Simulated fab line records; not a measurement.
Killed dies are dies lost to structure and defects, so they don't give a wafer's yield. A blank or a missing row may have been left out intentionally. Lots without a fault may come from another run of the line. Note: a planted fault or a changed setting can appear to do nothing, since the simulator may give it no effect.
Matching of chambers -- flow sky130 -- SKY_LI_CONTACT_CMP_24 on cmp-01 has 4 sister chambers
The step polishes, stops on PSG, t overpolish 20 s, target thk 0 nm. 14 wafers are shown with their chamber, then 7 later ones without.

== WAFERS WITH THEIR CHAMBER ==
wafer,chamber,motor_current_A (A),time_to_endpoint_s (s),overpolish_run_s (s)
L406.2,0,11.4,100,20.003
L406.3,1,13.1,91,20.005
L406.6,0,11.0,98,20.004
L409.2,0,12.2,98,20.000
L409.3,1,12.6,90,20.009
L409.4,3,11.5,96,19.995
L412.1,1,13.4,89,20.014
L412.2,2,11.1,93,19.995
L412.5,2,11.4,89,19.988
L414.2,0,12.3,96,19.997
L414.4,3,11.1,89,20.000
L414.6,3,11.3,98,20.009
L415.2,2,11.0,91,20.003
L415.3,3,11.8,93,20.017

SIGNATURES (means of the wafers above)
reading,chamber 0,chamber 1,chamber 2,chamber 3,scatter within a chamber
motor_current_A,11.725,13.033,11.167,11.425,0.432
time_to_endpoint_s,98.00,90.00,91.00,94.00,2.53
overpolish_run_s,20.00100,20.00933,19.99533,20.00525,0.00684
Rule: for each reading, subtract the chamber's mean from the wafer's reading, divide by that reading's scatter and square the result; add these up over the readings and take the root, which gives the wafer's distance from the chamber. If the next closest chamber is less than 2 further off than the closest, the wafer can't be placed; otherwise it belongs to the closest. How the scatter is found: for the shown wafers, subtract from each reading the mean of its chamber, square and add these, divide the total by (wafers less chambers), then take the root.

== WAFERS WITHOUT THEIR CHAMBER ==
wafer,motor_current_A (A),time_to_endpoint_s (s),overpolish_run_s (s)
L415.6,13.0,90,19.986
L423.1,11.2,103,19.995
L423.3,11.5,105,19.989
L423.6,11.5,102,20.001
L425.3,13.2,88,19.987
L425.4,11.8,101,20.003
L425.5,11.1,90,20.003

== WHICH CHAMBER EACH ONE RAN IN ==
wafer,from the rows above,in truth
L415.6,can't be placed: 1 or 2 or 0 or 3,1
L423.1,can't be placed: 0 or 3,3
L423.3,can't be placed: 0 or 3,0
L423.6,can't be placed: 0 or 3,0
L425.3,can't be placed: 1 or 2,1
L425.4,can't be placed: 0 or 3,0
L425.5,can't be placed: 2 or 3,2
Correctly placed: 0 of 7. From these rows, 7 cannot be placed; in 7 the true chamber is one of the candidates. Wrongly placed: 0.
